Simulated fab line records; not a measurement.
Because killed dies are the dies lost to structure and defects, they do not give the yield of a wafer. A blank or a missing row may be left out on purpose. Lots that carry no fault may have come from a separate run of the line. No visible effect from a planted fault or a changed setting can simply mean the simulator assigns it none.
fab line records	flow sky130
record lots=6	wafers=18	last-day=49
route steps=708 shown FIELD_ISO@7 PAD_OPEN@708
lots untouched by any fault: they come from a run of this same line in which no faults occurred
start-h: hours from the record's opening day to when the first of the lot's shown wafers began	wait-h: hours from the lot's prior step to this one	" identical to the entry in the row above	L1.1+2: several wafers, shown together as one row	- no value, or no start given	* or withheld: withheld	< > ~ a bound
route shown NAME@n: names a module that has steps shown in the file, with the first one's number in the route	usual: mean/standard deviation taken from wafers without a fault	same: alike in all rows	chamber/n: place in a boat	sites: per-site readings	_std_site: the values' standard deviation	_edge_site: inner sites' mean taken away from outer sites' mean	radius-mm: for every site, how far away it sits from the centre of the wafer	mask NAME#n: copy n	behind: the last tool/chamber to shape the wafer	hold: cause of the lot's hold/its duration in hours/its outcome	device: names the non-switching transistor (n, p or np)	end of line: the route-end tests of the same wafers	step lacking rows: just its recipe	killed: the dies lost at the first sort to structure and to defects; this is not the yield of the wafer	map: per-die view of a wafer (x killed, . not killed, _ where there is no die)
set.NAME: the setting the step ran with; set.NAME@STEP: the setting that earlier step ran with	model.NAME: the simulator's own value behind a step, which no gauge read
lots at some steps of the route; a table a step, a row a wafer
services: the hour from which a tool's chamber was out of use, counted from the record's first day as start-h (under 0 if before that day), plus the number of hours and why
## steps
# step SKY_FIELD_ISO_HMDS_06
# recipe prime-time-s=60	prime-temp-c=120
# step SKY_FIELD_ISO_COAT_07
# recipe resist=BARC	temp-c=withheld	time-s=withheld	spin-rpm=3000	resist-thk-nm=60
# step SKY_FIELD_ISO_COAT_08
# recipe resist=KrF-thick	spin-rpm=3000	resist-thk-nm=450
# step SKY_FIELD_ISO_SOFTBAKE_09
# recipe temp-c=100	time-s=90	resist=KrF-thick
# step SKY_FIELD_ISO_EXPOSE_10
# recipe mask-id=FOM	na=0.68	source-shape=annular	sigma-inner=0.4	sigma-outer=0.8	target-cd-nm=150	dose-mj=28
# step SKY_FIELD_ISO_PEB_11
# recipe peb-temp-c=withheld	peb-time-s=withheld	resist=KrF-thick
# step SKY_FIELD_ISO_DEVELOP_12
# recipe develop-time-s=60	resist=KrF-thick	dev-temp-c=21
# step SKY_FIELD_ISO_CD_MEAS_13
# recipe target-cd-nm=150
# usual cd-nm=150.0/1.3
lot.wafer	tool	chamber	start-h	wait-h	cd-nm
L161.2	cd-sem-02	-	29.34	-	150.8
L161.4	"	-	"	"	151.0
L161.5	"	-	"	"	148.7
L166.2	cd-sem-01	-	55.48	-	149.7
L166.4	"	-	"	"	149.2
L166.6	"	-	"	"	151.7
L168.1	cd-sem-02	-	67.52	-	150.4
L168.3	"	-	"	"	150.7
L168.6	"	-	"	"	151.0
L170.1	cd-sem-01	-	75.50	-	150.5
L170.3	"	-	"	"	152.2
L170.4	"	-	"	"	151.1
L176.3	cd-sem-01	-	105.90	-	150.9
L176.4	"	-	"	"	150.8
L176.6	"	-	"	"	151.0
L178.1	cd-sem-01	-	118.07	-	151.1
L178.3	"	-	"	"	151.0
L178.4	"	-	"	"	150.8
# step SKY_FIELD_ISO_ETCH_14
# recipe chemistry=N2/H2	target=BARC	ion-energy-ev=200	source-w=500	bias-w=102.6	pressure-mtorr=30	n2-flow-sccm=100	h2-flow-sccm=200	stop-on=SiO2	time-s=45.9	target-depth-a=600
# usual drypump-motor-current-A=5.7/0.39	oes-product-au=0.855/0.0045	run-length-s=73.9/0.43	throttle-valve-pct=13.224/0.0084
lot.wafer	tool	chamber	start-h	wait-h	drypump-motor-current-A	oes-product-au	rf-hours-counter-h	run-length-s	throttle-valve-pct
L161.2	rie-diel-01	1	29.44	0.1	5.4	0.851	30	73.1	13.217
L161.4	"	2	"	"	6.3	0.856	82	74.2	13.225
L161.5	"	2	"	"	6.3	0.851	-	74.0	13.217
L166.2	rie-diel-03	1	55.58	0.1	5.0	0.858	120	73.8	13.223
L166.4	"	2	"	"	5.8	0.850	-	74.1	13.228
L166.6	"	3	"	"	5.6	0.860	-	73.8	13.213
L168.1	rie-diel-01	1	67.64	0.1	5.5	0.848	30	73.4	13.212
L168.3	"	2	"	"	6.3	0.853	83	73.9	13.221
L168.6	"	2	"	"	6.3	0.851	-	74.2	13.224
L170.1	rie-diel-04	0	75.62	0.1	5.7	0.859	110	74.1	13.224
L170.3	"	1	"	"	6.2	0.862	86	73.4	13.223
L170.4	"	2	"	"	5.8	0.849	-	74.2	13.218
L176.3	rie-diel-04	1	105.98	0.1	6.3	0.857	87	73.1	13.223
L176.4	"	2	"	"	5.7	0.855	50	73.9	13.233
L176.6	"	2	"	"	5.8	0.855	-	73.8	13.220
L178.1	rie-diel-01	0	118.19	0.1	5.7	0.860	70	73.8	13.220
L178.3	"	3	"	"	5.5	0.856	25	74.5	13.232
L178.4	"	1	"	"	5.5	0.853	31	73.6	13.224
# step SKY_FIELD_ISO_ETCH_15
# recipe chemistry=CHF3/O2	target-depth-nm=180	stop-on=Si	source-w=600	bias-w=200	pressure-mtorr=40	chf3-flow-sccm=50	O2_flow_sccm=5	time-s=72
# usual drypump-motor-current-A=5.7/0.39	oes-product-au=0.948/0.0071	run-length-s=100.0/0.45	throttle-valve-pct=8.845/0.0083
lot.wafer	tool	chamber	start-h	wait-h	drypump-motor-current-A	oes-product-au	rf-hours-counter-h	run-length-s	throttle-valve-pct
L161.2	rie-diel-01	1	29.48	0.0	5.5	0.950	30	99.2	8.844
L161.4	"	2	"	"	6.3	0.937	82	100.4	8.846
L161.5	"	2	"	"	6.3	0.959	-	100.3	8.848
L166.2	rie-diel-03	1	55.63	0.0	5.0	0.937	120	99.5	8.853
L166.4	"	2	"	"	5.9	0.941	-	99.9	8.851
L166.6	"	3	"	"	5.6	0.945	-	100.0	8.823
L168.1	rie-diel-01	1	67.68	0.0	5.5	0.946	30	99.4	8.843
L168.3	"	2	"	"	6.3	0.955	83	100.1	8.843
L168.6	"	2	"	"	6.3	0.951	-	100.1	8.854
L170.1	rie-diel-04	0	75.66	0.0	5.7	0.950	110	100.2	8.844
L170.3	"	1	"	"	6.3	0.943	86	99.6	8.853
L170.4	"	2	"	"	5.7	0.948	-	100.1	8.856
L176.3	rie-diel-04	1	106.03	0.0	6.2	0.950	87	99.2	8.824
L176.4	"	2	"	"	5.8	0.953	50	100.1	8.846
L176.6	"	2	"	"	5.7	0.943	-	100.1	8.834
L178.1	rie-diel-01	0	118.23	0.0	5.7	0.954	70	99.9	8.839
L178.3	"	3	"	"	5.5	0.959	25	100.5	8.852
L178.4	"	1	"	"	5.5	0.955	31	99.6	8.842
# step SKY_FIELD_ISO_STRIP_16
# recipe chemistry=O2/N2	power-w=1400	pressure-mtorr=1500	platen-temp-c=withheld	o2-flow-sccm=3000	n2-flow-sccm=300	overash-fraction=0.5
# usual drypump-motor-current-A=5.7/0.47	o2-flow-sccm=2999/9.2	oes-product-au=0.377/0.0045	strip-time-to-endpoint-s=3.54/0.032
lot.wafer	tool	chamber	start-h	wait-h	drypump-motor-current-A	o2-flow-sccm	oes-product-au	rf-hours-counter-h	strip-time-to-endpoint-s
L161.2	plasma-asher-02	1	29.53	0.0	4.9	3010	0.378	34	3.48
L161.4	"	1	"	"	5.0	2983	0.378	-	3.53
L161.5	"	1	"	"	4.9	2997	0.372	-	3.50
L166.2	plasma-asher-02	0	55.68	0.0	5.8	2992	0.378	37	3.60
L166.4	"	1	"	"	4.9	2995	0.388	-	3.57
L166.6	"	1	"	"	4.9	3003	0.378	-	3.56
L168.1	plasma-asher-02	1	67.74	0.0	4.9	2976	0.381	38	3.52
L168.3	"	0	"	"	5.8	2996	0.383	-	3.54
L168.6	"	1	"	"	4.9	2995	0.378	-	3.54
L170.1	plasma-asher-04	1	75.72	0.0	6.0	3001	0.373	35	3.54
L170.3	"	0	"	"	6.1	2998	0.374	-	3.54
L170.4	"	1	"	"	6.0	2987	0.373	-	3.50
L176.3	plasma-asher-04	1	106.12	0.1	6.0	3008	0.374	-	3.53
L176.4	"	0	"	"	6.1	3008	0.376	-	3.52
L176.6	"	0	"	"	6.1	2988	0.380	-	3.52
L178.1	plasma-asher-01	0	118.29	0.0	6.2	2995	0.375	0	3.52
L178.3	"	0	"	"	6.3	2971	0.385	-	3.51
L178.4	"	1	"	"	5.4	2997	0.378	-	3.53
# step SKY_FIELD_ISO_ETCH_17
# recipe target-depth-a=3420	mask-material=Si3N4	chemistry=HBr/Cl2/O2	target=Si	taper-deg=5	icp-w=600	bias-w=150	pressure-mtorr=15	HBr_flow_sccm=150	Cl2_flow_sccm=40	O2_flow_sccm=6	time-s=97.7
# usual drypump-motor-current-A=5.81/0.26	oes-product-au=1.003/0.0088	run-length-s=125.8/0.42	throttle-valve-pct=25.655/0.011
lot.wafer	tool	chamber	start-h	wait-h	drypump-motor-current-A	oes-product-au	rf-hours-counter-h	run-length-s	throttle-valve-pct
L161.2	rie-si-02	2	29.63	0.1	5.65	1.009	42	125.8	25.653
L161.4	"	3	"	"	6.20	0.998	-	126.1	25.665
L161.5	"	2	"	"	5.62	1.006	-	125.5	25.646
L166.2	rie-si-01	3	55.78	0.1	5.55	0.998	61	125.6	25.659
L166.4	"	3	"	"	5.57	1.003	-	125.8	25.635
L166.6	"	1	"	"	5.70	0.984	-	126.1	25.658
L168.1	rie-si-01	3	67.84	0.1	5.58	0.998	61	125.4	25.653
L168.3	"	0	"	"	5.41	1.006	0	125.7	25.659
L168.6	"	2	"	"	5.97	1.010	-	126.5	25.669
L170.1	rie-si-02	1	75.82	0.1	5.76	0.999	137	125.0	25.665
L170.3	"	3	"	"	6.19	1.005	136	125.7	25.665
L170.4	"	0	"	"	6.20	1.002	55	126.8	25.665
L176.3	rie-si-02	3	106.18	0.0	6.17	0.995	136	125.7	25.649
L176.4	"	2	"	"	5.63	1.015	43	125.2	25.656
L176.6	"	1	"	"	5.73	1.000	-	125.2	25.653
L178.1	rie-si-02	3	118.39	0.1	6.20	0.992	136	125.9	25.666
L178.3	"	0	"	"	6.20	0.999	55	126.3	25.666
L178.4	"	2	"	"	5.64	1.004	43	125.0	25.642
# step SKY_FIELD_ISO_WET_ETCH_18
# recipe chemistry=H3PO4	target-depth-nm=25	temp-c=160	target=Si3N4	time-s=286
# usual run-length-s=313/3
lot.wafer	tool	chamber	start-h	wait-h	run-length-s	model.Si3N4_of_FIELD_ISO_CVD_03.thk-nm
L161.2	wet-bench-01	2	29.70	0.0	310	126.1
L161.4	"	2	"	"	310	124.9
L161.5	"	2	"	"	310	126.2
L166.2	wet-bench-04	0	55.85	0.0	319	123.6
L166.4	"	0	"	"	319	124.2
L166.6	"	0	"	"	319	123.7
L168.1	wet-bench-01	3	67.91	0.0	485	107.9
L168.3	"	3	"	"	485	109.2
L168.6	"	3	"	"	485	109.2
L170.1	wet-bench-01	3	75.89	0.0	485	107.8
L170.3	"	3	"	"	485	108.6
L170.4	"	3	"	"	485	108
L176.3	wet-bench-04	1	106.25	0.0	311	126
L176.4	"	1	"	"	311	125.6
L176.6	"	1	"	"	311	125.4
L178.1	wet-bench-04	3	118.46	0.0	313	126.3
L178.3	"	3	"	"	313	126.6
L178.4	"	3	"	"	313	125.5
# step SKY_FIELD_ISO_CLEAN_19
# recipe chemistry=SC1/SC2	mix=1:4:20	temp-c=70	time-s=150
# step SKY_FIELD_ISO_CLEAN_20
# recipe chemistry=dHF	time-s=20	dilution=100:1
# step SKY_FIELD_ISO_WET_ETCH_21
# recipe chemistry=dHF	dilution=100:1	target-depth-nm=20	dry=ipa-marangoni	target=SiO2	temp-c=25	time-s=400
# step SKY_FIELD_ISO_OXIDATION_22
# recipe temp-c=950	ambient=O2	stabilise-s=600	purge-s=300	target-thk-a=100	ox-time-s=623
# step SKY_FIELD_ISO_THK_MEAS_23
# recipe reads=SiO2_of_FIELD_ISO_OXIDATION_22
# usual FIELD_ISO_OXIDATION_01_THK=9.90/0.19
lot.wafer	tool	chamber	start-h	wait-h	FIELD_ISO_OXIDATION_01_THK[nm]
L161.2	film-metro-04	-	31.17	0.0	9.89
L161.4	"	-	"	"	9.78
L161.5	"	-	"	"	9.68
L166.2	film-metro-02	-	58.06	0.0	10.21
L166.4	"	-	"	"	9.95
L166.6	"	-	"	"	10.00
L168.1	film-metro-04	-	69.36	0.0	9.92
L168.3	"	-	"	"	9.80
L168.6	"	-	"	"	9.86
L170.1	film-metro-04	-	77.84	0.0	9.99
L170.3	"	-	"	"	10.03
L170.4	"	-	"	"	9.97
L176.3	film-metro-03	-	108.65	0.0	10.09
L176.4	"	-	"	"	9.77
L176.6	"	-	"	"	9.82
L178.1	film-metro-03	-	119.90	0.0	9.95
L178.3	"	-	"	"	9.98
L178.4	"	-	"	"	9.78
# step SKY_FIELD_ISO_CVD_24
# recipe material=SiO2	target-thk-nm=595	temp-c=650	sigma-open-frac=0.3	time-s=99.2	sih4-flow-sccm=60	pressure-mtorr=6
# step SKY_FIELD_ISO_THK_MEAS_25
# recipe reads=SiO2_of_FIELD_ISO_CVD_24
# usual FIELD_ISO_CVD_24_THK=594/6.2
lot.wafer	tool	chamber	start-h	wait-h	FIELD_ISO_CVD_24_THK[nm]
L161.2	film-metro-02	-	31.31	0.0	584
L161.4	"	-	"	"	593
L161.5	"	-	"	"	587
L166.2	film-metro-04	-	58.19	0.0	596
L166.4	"	-	"	"	603
L166.6	"	-	"	"	590
L168.1	film-metro-02	-	69.49	0.0	603
L168.3	"	-	"	"	588
L168.6	"	-	"	"	598
L170.1	film-metro-04	-	77.97	0.0	598
L170.3	"	-	"	"	608
L170.4	"	-	"	"	592
L176.3	film-metro-02	-	108.78	0.1	595
L176.4	"	-	"	"	596
L176.6	"	-	"	"	592
L178.1	film-metro-02	-	120.03	0.0	594
L178.3	"	-	"	"	599
L178.4	"	-	"	"	592
# step SKY_FIELD_ISO_ANNEAL_26
# recipe temp-c=1000	time-s=1800	ambient=N2
# step SKY_FIELD_ISO_CMP_27
# recipe stop-on=Si3N4	t-overpolish-s=16	down-force-psi=4	platen-rpm=60	target-thk-nm=457.8	pad-velocity-m-s=0.94248
# usual motor-current-A=11.5/1.4
lot.wafer	tool	chamber	start-h	wait-h	motor-current-A
L161.4	cmp-01	3	35.21	0.1	13.4
L161.2	"	0	"	"	14.3
L161.5	"	3	"	"	13.6
L166.4	cmp-02	1	59.79	0.1	10.7
L166.2	"	3	"	"	12.5
L166.6	"	1	"	"	10.6
L168.3	cmp-01	3	71.05	0.0	13.7
L168.1	"	1	"	"	12.8
L168.6	"	3	"	"	13.2
L170.4	cmp-02	1	79.58	0.1	10.3
L170.3	"	2	"	"	9.8
L170.1	"	3	"	"	11.3
L176.4	cmp-01	1	110.37	0.1	13.0
L176.3	"	2	"	"	13.7
L176.6	"	1	"	"	12.0
L178.4	cmp-01	2	122.80	0.0	13.6
L178.1	"	3	"	"	13.4
L178.3	"	1	"	"	12.7
# step SKY_FIELD_ISO_WET_ETCH_28
# recipe chemistry=dHF	target-depth-nm=23.7	target=SiO2	dilution=10:1	temp-c=25	time-s=47
# usual run-length-s=73.8/1.9
lot.wafer	tool	chamber	start-h	wait-h	run-length-s	model.Si3N4_of_FIELD_ISO_CVD_03.thk-nm
L161.2	wet-bench-04	0	35.46	0.1	80.5	120.2
L161.4	"	0	"	"	80.5	119
L161.5	"	0	"	"	80.5	120.3
L166.2	wet-bench-04	1	60.04	0.1	78.9	117.7
L166.4	"	1	"	"	78.9	118.3
L166.6	"	1	"	"	78.9	117.8
L168.1	wet-bench-01	2	71.35	0.1	73.3	102
L168.3	"	2	"	"	73.3	103.2
L168.6	"	2	"	"	73.3	103.3
L170.1	wet-bench-03	3	79.83	0.1	73.6	101.9
L170.3	"	3	"	"	73.6	102.6
L170.4	"	3	"	"	73.6	102
L176.3	wet-bench-01	2	110.62	0.1	72.0	120.1
L176.4	"	2	"	"	72.0	119.7
L176.6	"	2	"	"	72.0	119.4
L178.1	wet-bench-03	0	123.10	0.2	72.6	120.4
L178.3	"	0	"	"	72.6	120.7
L178.4	"	0	"	"	72.6	119.6
# step SKY_FIELD_ISO_WET_ETCH_29
# recipe chemistry=H3PO4	target-depth-nm=160	target=Si3N4	temp-c=160	time-s=1825
# step SKY_PAD_OPEN_PROBE_99
# usual killed_at_M0_to_M3=43/5.9	killed_at_M4_up=2.9/1.5	killed-at-contacts=24/5	killed-at-front-end=15/4.8	killed-at-other=0.2/0.5	killed-dies=86/9.3	killed-on-rim=17/4.1	killed-open=47/7.1	killed-short=38/6.3
# same gross-dies=492	killed-at-back-side=0
lot.wafer	tool	chamber	start-h	wait-h	killed_at_M0_to_M3	killed_at_M4_up	killed-at-contacts	killed-at-front-end	killed-at-other	killed-dies	killed-on-rim	killed-open	killed-short	model.etest.cap-li-to-poly.c-af-um2	model.etest.cap-poly-to-well.c-af-um2	model.etest.field-p.vt-v	model.etest.field-n.vt-v	model.etest.sram-nfet-pass.off-log10-a-um	model.etest.sram-nfet-pass.vt-v	model.etest.sram-nfet-pass.vt-sat-v
L161.2	prober-01	-	1088.92	0.1	32	5	29	18	0	84	16	44	40	96.56	91.14	-42.27	36.23	-12.81	0.6585	0.5592
L161.4	prober-01	-	1089.02	0.2	43	4	33	19	0	99	14	54	45	97.98	91.91	-41.28	35.82	-12.69	0.6714	0.5695
L161.5	prober-01	-	1089.07	0.2	50	4	27	18	1	100	22	60	40	100.2	89.35	-42.7	36.35	-12.46	0.6457	0.5503
L166.2	prober-02	-	1112.75	0.1	37	7	18	34	1	97	25	48	49	97.56	90.03	-41.2	35.93	-12.48	0.6503	0.5484
L166.4	prober-02	-	1112.85	0.2	48	3	22	21	0	94	18	49	45	98.51	91.42	-41.25	36	-12.53	0.6639	0.5647
L166.6	prober-02	-	1112.95	0.2	47	2	23	22	1	95	23	65	30	96.86	92.3	-39.86	35.62	-12.69	0.6636	0.5659
L168.1	prober-02	-	1131.73	0.1	36	2	22	26	0	86	20	47	39	96.4	98.51	-37.25	32.35	-13.01	0.6968	0.5927
L168.3	prober-02	-	1131.83	0.2	45	3	24	15	0	87	21	45	42	92.77	95.32	-38.06	32.8	-12.79	0.6693	0.5641
L168.6	prober-02	-	1131.98	0.2	38	5	28	12	0	83	15	43	40	93.52	97.72	-38.41	33.05	-13.04	0.6964	0.5896
L170.1	prober-02	-	1136.48	0.1	31	4	27	21	0	83	14	52	31	95.49	96.74	-39.38	33.77	-13.21	0.7254	0.6249
L170.3	prober-02	-	1136.58	0.2	47	3	28	11	0	89	18	46	43	92.8	96.27	-38.55	33.16	-13.3	0.7164	0.6159
L170.4	prober-02	-	1136.63	0.2	36	1	22	18	1	78	17	42	36	91.15	92.55	-38.74	33.23	-12.92	0.6667	0.566
L176.3	prober-02	-	1172.19	0.2	36	3	25	13	0	77	14	41	36	96.47	93.86	-39.73	34.15	-12.95	0.6762	0.5803
L176.4	prober-02	-	1172.24	0.2	43	4	30	15	0	92	9	54	38	96.89	90.8	-41.82	35.69	-12.54	0.6493	0.5553
L176.6	prober-02	-	1172.34	0.2	43	3	21	12	2	81	11	38	43	102.9	91.68	-40.94	35.06	-12.73	0.6748	0.5747
L178.1	prober-01	-	1183.52	0.1	36	0	24	15	0	75	13	46	29	96.46	92.98	-41.16	35.34	-12.58	0.663	0.5604
L178.3	prober-01	-	1183.62	0.2	43	2	19	16	0	80	16	45	35	98.88	89.35	-41.56	35.31	-12.62	0.6603	0.5564
L178.4	prober-01	-	1183.67	0.2	46	2	22	13	1	84	14	46	38	100.9	89.47	-43.3	35.23	-12.85	0.6893	0.5845
# killed by level:class
L161.2 CONTACT:geometric-particle:open=11 CONTACT:geometric-particle:short=9 VIA1:geometric-particle:open=7 VIA2:geometric-particle:open=7 POLY_GATE:geometric-particle:short=5 POLY_GATE:geometric-particle:open=5 METAL4:geometric-particle:short=5 FIELD_ISO:geometric-particle:open=4
L161.4 CONTACT:geometric-particle:open=17 VIA3:geometric-particle:open=8 VIA1:geometric-particle:open=7 VIA1:geometric-particle:short=7 CONTACT:geometric-particle:short=6 FIELD_ISO:geometric-particle:short=5 METAL2:geometric-particle:short=5 VIA2:geometric-particle:open=5
L161.5 VIA1:geometric-particle:open=15 VIA3:geometric-particle:open=9 CONTACT:geometric-particle:open=8 FIELD_ISO:geometric-particle:open=6 LOCAL_INTERCONNECT:geometric-particle:short=6 LI_CONTACT:geometric-particle:open=6 VIA2:geometric-particle:open=6 POLY_GATE:geometric-particle:open=5
L166.2 VIA1:geometric-particle:open=12 FIELD_ISO:geometric-particle:short=9 POLY_GATE:geometric-particle:open=7 POLY_GATE:geometric-particle:short=7 VIA3:geometric-particle:open=7 FIELD_ISO:geometric-particle:open=5 METAL4:geometric-particle:short=5 LI_CONTACT:geometric-particle:open=5
L166.4 METAL2:geometric-particle:short=15 CONTACT:geometric-particle:short=8 VIA2:geometric-particle:open=8 FIELD_ISO:geometric-particle:open=7 CONTACT:geometric-particle:open=7 VIA3:geometric-particle:open=7 FIELD_ISO:geometric-particle:short=4 LI_CONTACT:geometric-particle:open=4
L166.6 VIA1:geometric-particle:open=14 CONTACT:geometric-particle:open=13 VIA3:geometric-particle:open=10 LI_CONTACT:geometric-particle:open=7 POLY_GATE:geometric-particle:open=6 POLY_GATE:geometric-particle:short=6 METAL1:geometric-particle:short=6 FIELD_ISO:geometric-particle:open=4
L168.1 FIELD_ISO:geometric-particle:short=9 VIA2:geometric-particle:open=9 CONTACT:geometric-particle:open=7 METAL1:geometric-particle:short=6 FIELD_ISO:geometric-particle:open=5 LI_CONTACT:geometric-particle:short=5 VIA1:geometric-particle:open=5 LI_CONTACT:geometric-particle:open=5
L168.3 CONTACT:geometric-particle:open=11 VIA1:geometric-particle:open=10 METAL2:geometric-particle:short=10 VIA1:geometric-particle:short=7 VIA3:geometric-particle:open=6 POLY_GATE:geometric-particle:open=5 LI_CONTACT:geometric-particle:open=5 CONTACT:geometric-particle:short=5
L168.6 METAL2:geometric-particle:short=10 LI_CONTACT:geometric-particle:open=8 CONTACT:geometric-particle:open=8 VIA2:geometric-particle:open=6 METAL1:geometric-particle:short=5 VIA3:geometric-particle:open=5 FIELD_ISO:geometric-particle:open=4 LOCAL_INTERCONNECT:geometric-particle:short=4
L170.1 VIA1:geometric-particle:open=9 LI_CONTACT:geometric-particle:open=8 CONTACT:geometric-particle:open=7 CONTACT:geometric-particle:short=6 FIELD_ISO:geometric-particle:short=5 FIELD_ISO:geometric-particle:open=5 VIA2:geometric-particle:open=5 VIA3:geometric-particle:open=5
L170.3 CONTACT:geometric-particle:open=12 VIA1:geometric-particle:open=9 METAL1:geometric-particle:short=9 VIA3:geometric-particle:open=6 FIELD_ISO:geometric-particle:open=5 FIELD_ISO:geometric-particle:short=5 LOCAL_INTERCONNECT:geometric-particle:short=5 METAL3:geometric-particle:short=4
L170.4 LI_CONTACT:geometric-particle:open=7 VIA3:geometric-particle:open=7 CONTACT:geometric-particle:open=6 METAL1:geometric-particle:short=6 POLY_GATE:geometric-particle:short=5 LI_CONTACT:geometric-particle:short=5 VIA1:geometric-particle:open=5 VIA2:geometric-particle:open=5
L176.3 CONTACT:geometric-particle:open=9 VIA1:geometric-particle:open=7 METAL1:geometric-particle:short=6 VIA2:geometric-particle:open=6 LI_CONTACT:geometric-particle:open=5 LOCAL_INTERCONNECT:geometric-particle:short=5 METAL2:geometric-particle:short=5 POLY_GATE:geometric-particle:short=3
L176.4 LI_CONTACT:geometric-particle:open=11 VIA1:geometric-particle:open=9 METAL2:geometric-particle:short=9 VIA2:geometric-particle:open=9 CONTACT:geometric-particle:open=7 LI_CONTACT:geometric-particle:short=5 VIA2:geometric-particle:short=5 POLY_GATE:geometric-particle:open=4
L176.6 METAL2:geometric-particle:short=9 LOCAL_INTERCONNECT:geometric-particle:short=8 CONTACT:geometric-particle:open=7 VIA1:geometric-particle:open=7 VIA3:geometric-particle:open=7 VIA2:geometric-particle:open=6 VIA2:geometric-particle:short=5 FIELD_ISO:geometric-particle:short=4
L178.1 CONTACT:geometric-particle:open=10 VIA1:geometric-particle:open=10 VIA3:geometric-particle:open=9 FIELD_ISO:geometric-particle:open=7 VIA1:geometric-particle:short=6 LI_CONTACT:geometric-particle:open=5 LOCAL_INTERCONNECT:geometric-particle:short=4 METAL2:geometric-particle:short=4
L178.3 VIA1:geometric-particle:open=10 VIA1:geometric-particle:short=7 VIA3:geometric-particle:open=7 FIELD_ISO:geometric-particle:open=6 CONTACT:geometric-particle:open=6 METAL2:geometric-particle:short=6 POLY_GATE:geometric-particle:open=5 LI_CONTACT:geometric-particle:open=4
L178.4 VIA1:geometric-particle:open=13 CONTACT:geometric-particle:open=8 METAL2:geometric-particle:short=7 CONTACT:geometric-particle:short=6 VIA3:geometric-particle:open=5 VIA2:geometric-particle:open=5 LI_CONTACT:geometric-particle:open=4 FIELD_ISO:geometric-particle:open=3
## services
tool	chamber	start-h	hours	kind
rie-diel-04	0	6.48	26.0	repair
rie-si-01	2	11.04	40.4	repair
rie-si-02	1	28.92	2.4	repair
rie-diel-01	3	35.10	2.2	repair
rie-diel-04	0	35.90	10.7	repair
cmp-02	-	36.17	3.0	repair
rie-diel-03	2	36.89	11.7	repair
wet-bench-03	-	42.76	1.9	pm
rie-diel-01	3	51.60	25.4	repair
rie-diel-01	0	52.73	9.9	repair
rie-diel-04	3	61.94	23.4	repair
cmp-01	-	64.00	4.0	pm
cmp-02	-	69.48	0.7	repair
cmp-02	-	75.88	2.8	repair
rie-si-02	3	81.55	9.8	repair
wet-bench-01	-	82.69	12.8	repair
rie-diel-01	3	82.93	4.6	repair
rie-diel-03	0	84.17	9.2	repair
plasma-asher-04	-	93.79	5.1	repair
cmp-01	-	95.30	4.1	pm
rie-diel-04	0	97.64	8.2	repair
rie-diel-01	2	103.43	8.7	repair
rie-diel-03	3	106.34	4.2	repair
rie-diel-03	-	112.95	22.1	repair
## key
first-sign step=SKY_FIELD_ISO_WET_ETCH_18	reading=run-length-s	direction=up	sigmas=57	usual=*	struck=*
effect none on later readings
model-effect step=SKY_FIELD_ISO_WET_ETCH_18	value=Si3N4_of_FIELD_ISO_CVD_03.thk-nm	without=124.4	struck=108.4
model-effect step=SKY_FIELD_ISO_WET_ETCH_28	value=Si3N4_of_FIELD_ISO_CVD_03.thk-nm	without=118.4	struck=102.5
model-effect step=SKY_PAD_OPEN_PROBE_99	value=etest.cap-li-to-poly.c-af-um2	without=97.9	struck=93.69
met-at SKY_FIELD_ISO_WET_ETCH_18
struck-wafers L168.1,L168.3,L168.6,L170.1,L170.3,L170.4
tester-left-out L168,L170
fault kind=process-parameter-drift	tool=wet-bench-01	chamber=3	onset-h=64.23	steps=SKY_FIELD_ISO_WET_ETCH_18	channel=time-s	offset=*	shape=step	end-h=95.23	acts-in=*	stated=*
# tester-left-out: of these lots the tester's yield and bins aren't shown, on N5 and GAA mostly nor the transistor test; their killed dies are dies lost to structure and defects alone, not to doping, threshold or leakage, so they don't give the yield
